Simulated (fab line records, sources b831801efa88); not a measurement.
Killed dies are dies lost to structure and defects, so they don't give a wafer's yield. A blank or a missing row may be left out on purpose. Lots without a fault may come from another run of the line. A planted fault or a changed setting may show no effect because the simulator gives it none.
A struck lot beside a sound one | flow sky130 | 26 steps out of a route of 708
Sound: wafers L281.1, L281.4, L281.6. Struck: wafers L272.3, L272.4, L272.6. The cause comes at the end.
At each step with rows: each side's tool, then ch and its chambers, then its first start. Under that, the readings that differ: sound wafers | struck wafers | difference of the means | sigmas: that difference in standard deviations of wafers without a fault.
alike: readings whose means differ by less than 2 such deviations, and words and numbers that are the same on both sides. not compared: withheld readings, readings that some wafer has no value for, bounds like >300 that may hide the same value, and numbers for which the record gives no deviation and whose values overlap.
The two part at a step that has a row with sigmas, a row that says differs or no value, or rows on one side only. Numbers that don't overlap but have no deviation are shown without sigmas and don't part them. A reading that every wafer of one side lacks parts them only if that side has two wafers or more.

SKY_LDD_N_STRIP_16: strips in O2/N2.
  sound on plasma_asher-01 ch 0,1, day 23 03:26; struck on plasma_asher-03 ch 0,1, day 20 04:52
  reading                      | sound             | struck            | difference | sigmas
  strip_time_to_endpoint_s (s) | 4.323 4.325 4.313 | 4.257 4.298 4.301 | -0.035     | -2
  alike: chamber_pressure_mTorr, drypump_motor_current_A, oes_product_au
  not compared: rf_hours_counter_h
SKY_LDD_N_TW_MEAS_17:
  sound on film_metro-02, day 23 03:32; struck on film_metro-02, day 20 04:58
  alike: LDD_N_TW
then, 7 steps without rows for these wafers: SKY_LDD_P_DEHYDRATE_00 (time 60 s); SKY_LDD_P_HMDS_01 (prime time 60 s); SKY_LDD_P_COAT_02 (resist thk 1140 nm); SKY_LDD_P_SOFTBAKE_03 (time 60 s); SKY_LDD_P_EXPOSE_04 (exposes mask PSDM, target cd 380 nm); SKY_LDD_P_PEB_05; SKY_LDD_P_DEVELOP_06 (develop time 60 s).
SKY_LDD_P_CD_MEAS_07: target cd 380 nm.
  sound on cd_sem-01, day 24 08:57; struck on cd_sem-02, day 21 11:29
  alike: cd_nm
SKY_LDD_P_OVL_MEAS_08:
  sound on overlay-01, day 24 09:04; struck on overlay-02, day 21 11:35
  alike: LDD_P_OVL
then, 1 step without rows for these wafers: SKY_LDD_P_IMPLANT_09.
SKY_LDD_P_STRIP_10: strips in O2/N2.
  sound on plasma_asher-04 ch 0,1, day 24 09:16; struck on plasma_asher-02 ch 0,1, day 21 11:47
  no value came back on the struck wafers for chamber_pressure_mTorr (mTorr), drypump_motor_current_A (A), oes_product_au (a.u.), strip_time_to_endpoint_s (s); on the sound wafers chamber_pressure_mTorr (mTorr) reads 1499.3 1501.2 1499.2
  reading                                    | sound | struck         | difference | sigmas
  model.NOVOLAK_of_LDD_P_COAT_02.thk_nm (nm) | 0 0 0 | 1136 1135 1135 | +1135      |
  not compared: rf_hours_counter_h
SKY_LDD_P_TW_MEAS_11:
  sound on film_metro-03, day 24 09:22; struck on film_metro-02, day 21 11:52
  alike: LDD_P_TW
then, 7 steps without rows for these wafers: SKY_LDD_HVN_DEHYDRATE_00 (time 60 s); SKY_LDD_HVN_HMDS_01 (prime time 60 s); SKY_LDD_HVN_COAT_02 (resist thk 300 nm); SKY_LDD_HVN_SOFTBAKE_03 (time 60 s); SKY_LDD_HVN_EXPOSE_04 (exposes mask HVNTM, target cd 700 nm); SKY_LDD_HVN_PEB_05; SKY_LDD_HVN_DEVELOP_06 (develop time 60 s).
SKY_LDD_HVN_OVL_MEAS_07:
  sound on overlay-01, day 25 14:44; struck on overlay-01, day 22 17:34
  alike: LDD_HVN_OVL
then, 1 step without rows for these wafers: SKY_LDD_HVN_IMPLANT_08.
SKY_LDD_HVN_STRIP_09: strips in O2/N2.
  sound on plasma_asher-04 ch 0, day 25 14:56; struck on plasma_asher-04 ch 0,1, day 22 17:46
  reading                      | sound             | struck               | difference | sigmas
  oes_product_au (a.u.)        | 0.406 0.413 0.412 | 0.719 0.721 0.708    | +0.306     | +64
  strip_time_to_endpoint_s (s) | 4.171 4.169 4.167 | 21.668 21.662 21.645 | +17.489    | +99 or more
  alike: chamber_pressure_mTorr, drypump_motor_current_A
  not compared: rf_hours_counter_h
SKY_LDD_HVN_TW_MEAS_10:
  sound on film_metro-04, day 25 15:04; struck on film_metro-01, day 22 17:51
  reading    | sound          | struck   | difference | sigmas
  LDD_HVN_TW | 1452 1443 1443 | 30 30 30 | -1416      | -99 or more
then, 1 step without rows for these wafers: SKY_LDD_HVP_DEHYDRATE_00 (time 60 s).

WHERE THEY PART
First at SKY_LDD_N_STRIP_16; last, within this record, at SKY_LDD_HVN_TW_MEAS_10.

WHY: what the simulator had put in
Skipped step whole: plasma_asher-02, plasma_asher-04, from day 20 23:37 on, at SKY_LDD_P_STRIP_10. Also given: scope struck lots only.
